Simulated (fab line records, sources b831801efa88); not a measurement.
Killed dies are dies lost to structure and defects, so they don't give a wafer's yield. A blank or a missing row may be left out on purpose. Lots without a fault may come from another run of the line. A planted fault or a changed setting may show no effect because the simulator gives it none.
Which tool did it? | flow sfq_line | 7 lots, 21 wafers sampled, at 4 steps of a route of 325

WHAT THE GAUGES READ, wafer by wafer
SFQ_JJ_OVL_MEAS_931.
lot  | measured     | on         | J5_OVL (nm)
L743 | day 50 06:00 | overlay-02 | 4 4 4
L746 | day 51 14:27 | overlay-02 | -2 -1 -1
L748 | day 52 08:28 | overlay-01 | -2 -7 -5
L750 | day 53 01:27 | overlay-01 | 0 4 4
L752 | day 60 01:36 | overlay-02 | -3 6 -2
L762 | day 63 05:21 | overlay-02 | -5 -6 -6
L765 | day 64 12:40 | overlay-01 | -1 2 2

WHICH TOOL RAN EACH LOT (tool, then ch and the chambers of the sampled wafers, then the start)
lot  | SFQ_TRILAYER_L0_CAP_PECVD_011  | SFQ_TRILAYER_L0_VIA_ETCH_VIA_ETCH_016 | SFQ_TRILAYER_M1_BARC_OPEN_METAL_ETCH_054
L743 | pecvd-01 ch 0,1, day 2 14:34   | rie_diel-02 ch 0,3, day 5 11:20       | rie_metal-04 ch 0,1, day 11 15:32
L746 | pecvd-01 ch 0,1, day 3 04:29   | rie_diel-04 ch 0,1,3, day 6 05:20     | rie_metal-04 ch 0,1, day 12 11:56
L748 | pecvd-01 ch 0,1, day 3 12:10   | rie_diel-01 ch 1,3, day 6 14:29       | rie_metal-04 ch 1, day 12 16:44
L750 | pecvd-04 ch 0,1,2, day 4 00:10 | rie_diel-01 ch 0,1,2, day 7 04:41     | rie_metal-04 ch 0,1, day 13 10:44
L752 | pecvd-01 ch 0,1,2, day 4 06:11 | rie_diel-02 ch 0,1,3, day 7 10:41     | rie_metal-01 ch 0,1, day 13 19:09
L762 | pecvd-03 ch 0,1,2, day 6 07:23 | rie_diel-02 ch 1,2,3, day 9 21:35     | rie_metal-02 ch 0, day 17 06:32
L765 | pecvd-04 ch 0,1,2, day 6 21:55 | rie_diel-02 ch 0,1,3, day 10 14:23    | rie_metal-01 ch 0,1, day 18 05:20
- SFQ_TRILAYER_L0_CAP_PECVD_011: deposits SiO2 from SiH4/N2O, time 13.333 s, target thk 60 nm.
- SFQ_TRILAYER_L0_VIA_ETCH_VIA_ETCH_016: etches SiO2 in CHF3, stops on MoNx KI, target depth 80 nm.
- SFQ_TRILAYER_M1_BARC_OPEN_METAL_ETCH_054: etches BARC in O2, target depth 125 nm, time 41.7 s.

THE ANSWER, worked out from the rows above alone
Rule: what is usual is taken from the lots themselves. Put in order of their means at a reading, lots are off if they are a third of the lots or fewer, leave a main group of 4 or more, and stand apart from it by a gap of 3 or more times the standard deviation of the main group's means; of several such gaps the widest counts. A main group whose means are all the same, to the digits that the tables above print for the reading, isn't used. A lot without any number at a reading at which 4 lots or more have one is off too. The other lots that the step has rows for count as sound.
No lot is off at any reading shown: from this, nothing can be told.

WHAT THE SIMULATOR HAD PUT IN
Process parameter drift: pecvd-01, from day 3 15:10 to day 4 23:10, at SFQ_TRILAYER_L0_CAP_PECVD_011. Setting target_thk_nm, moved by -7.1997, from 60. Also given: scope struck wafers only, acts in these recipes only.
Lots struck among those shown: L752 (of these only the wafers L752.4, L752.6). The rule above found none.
